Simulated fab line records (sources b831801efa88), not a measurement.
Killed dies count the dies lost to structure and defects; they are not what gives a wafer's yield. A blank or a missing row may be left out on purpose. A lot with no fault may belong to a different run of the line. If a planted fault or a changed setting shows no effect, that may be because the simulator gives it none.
What tool caused it? ; flow gf180mcu ; 21 wafers sampled from 7 lots at 1 step of a route of 602

WHAT THE GAUGES READ, wafer by wafer
GF_NSD_CD_MEAS_07: target cd 400 nm.
lot;measured;on;cd_nm (nm)
L975;day 13 21:14;cd_sem-01;401.2 401.1 402.8
L977;day 14 20:41;cd_sem-02;400.5 401.5 401.2
L982;day 16 13:41;cd_sem-02;398.4 400.1 398.7
L988;day 18 13:56;cd_sem-01;397.9 399.3 398.4
L991;day 19 09:50;cd_sem-01;404.3 405.7 404.9
L994;day 20 12:02;cd_sem-01;399.4 398.9 397.6
L996;day 21 07:25;cd_sem-01;398.1 398.9 399.7

EACH LOT AND THE TOOL THAT RAN IT (in order: tool; ch and the chambers of the sampled wafers; start)
Before these readings, the record contains no process step.

THE ANSWER, worked out from the rows above alone
Rule: what is usual is taken from the lots themselves. Put in order of their means at a reading, lots are off if they are a third of the lots or fewer, leave a main group of 4 or more, and stand apart from it by a gap of 3 or more times the standard deviation of the main group's means; of several such gaps the widest counts. A main group whose means are all the same, to the digits that the tables above print for the reading, isn't used. A lot without any number at a reading at which 4 lots or more have one is off too. All remaining lots with rows at the step are treated as sound.
Nothing can be told from this: no lot is off at any reading shown.

WHAT THE SIMULATOR PUT IN
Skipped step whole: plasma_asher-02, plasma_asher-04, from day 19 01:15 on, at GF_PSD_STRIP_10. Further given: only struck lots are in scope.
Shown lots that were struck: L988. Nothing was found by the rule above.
